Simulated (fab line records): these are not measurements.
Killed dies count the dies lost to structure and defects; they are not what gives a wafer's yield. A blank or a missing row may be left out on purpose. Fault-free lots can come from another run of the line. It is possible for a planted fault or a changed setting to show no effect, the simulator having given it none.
Comparing a struck lot with a sound one | flow gf180mcu | 14 steps out of a route of 602
Sound: wafers L209.2, L209.5, L209.6. Struck: wafers L217.2, L217.5, L217.6. Last of all comes the cause.
Per side, at each step with rows, come the tool, then ch with its chambers, and then its first start. Under that, the readings that differ: sound wafers | struck wafers | difference of the means | sigmas: that difference in standard deviations of wafers without a fault.
alike: a reading whose means differ by less than 2 such deviations, as well as words and numbers matching on both sides. not compared: withheld readings; readings where some wafer has no value; bounds like >300 that might hide an equal value; numbers whose values overlap and for which the record gives no deviation.
A row with sigmas, a row that says differs or no value, or rows on one side alone: a step with any of these is where the two part. Numbers that don't overlap but have no deviation are shown without sigmas and don't part them. A reading that every wafer of one side lacks parts them only if that side has two wafers or more.

GF_POLY_GATE_ETCH_12: etches BARC in N2/H2.
  sound on rieDiel-03 ch 0,3, day 11 15:05; struck on rieDiel-04 ch 1,2, day 13 22:14
reading                  | sound       | struck      | difference | sigmas
drypumpMotorCurrentA (A) | 5.3 5.2 5.4 | 6.5 5.5 6.5 | +0.9       | +2
  alike: oesProductAu, rfFwdPowerW, throttleValvePct
GF_POLY_GATE_ETCH_13: etches poly-Si in HBr/Cl2, stops on SiO2, target depth 198.5 nm, time 69.6 s.
  sound on rieSi-02 ch 2,3, day 11 15:08; struck on rieSi-02 ch 0,1, day 13 22:17
  alike: drypumpMotorCurrentA, oesProductAu, rfFwdPowerW, throttleValvePct
  not compared: rfHoursCounterH
GF_POLY_GATE_STRIP_14: strips in O2/N2.
  sound on plasmaAsher-04 ch 0,1, day 11 15:11; struck on plasmaAsher-01 ch 0,1, day 13 22:20
reading                  | sound          | struck         | difference | sigmas
drypumpMotorCurrentA (A) | 5.85 5.86 5.98 | 5.35 5.26 5.38 | -0.57      | -2
  alike: heaterPowerW, oesProductAu
  not compared: rfHoursCounterH
then, 2 steps without rows for these wafers: GF_POLY_GATE_CLEAN_15 (cleans in SC1/SC2, time 150 s); GF_POLY_GATE_OXIDATION_16 (stabilise 600 s, purge 300 s, target thk 4 nm).
GF_POLY_GATE_THK_MEAS_17:
  struck on filmMetro-03, day 14 00:45; sound on filmMetro-03, day 11 17:46
  alike: POLY_GATE_OXIDATION_THK
GF_POLY_GATE_CD_MEAS_18:
  struck on cdSem-01, day 14 00:50; sound on cdSem-02, day 11 17:51
  alike: cdNm
then, 5 steps without rows for these wafers: GF_HV_LDD_DEHYDRATE_00 (time 60 s); GF_HV_LDD_HMDS_01 (prime time 60 s); GF_HV_LDD_COAT_02 (resist thk 1000 nm); GF_HV_LDD_SOFTBAKE_03 (time 60 s); GF_HV_LDD_EXPOSE_04 (exposes mask Nplus LV AREA, target cd 400 nm).
GF_HV_LDD_PEB_05:
  sound on lithoTrack-02 ch 0, day 12 13:12; struck on lithoTrack-04, day 14 21:08
reading        | sound          | struck | difference                    | sigmas
exhaustPa (Pa) | 45.2 45.2 45.0 | - - -  | no value on the struck wafers | 
  not compared: chillPlateTempC
then, 1 step without rows for these wafers: GF_HV_LDD_DEVELOP_06 (develop time 60 s).

WHERE THEY PART
First at GF_POLY_GATE_ETCH_12; last, within this record, at GF_HV_LDD_PEB_05.

WHY: what the simulator had put in
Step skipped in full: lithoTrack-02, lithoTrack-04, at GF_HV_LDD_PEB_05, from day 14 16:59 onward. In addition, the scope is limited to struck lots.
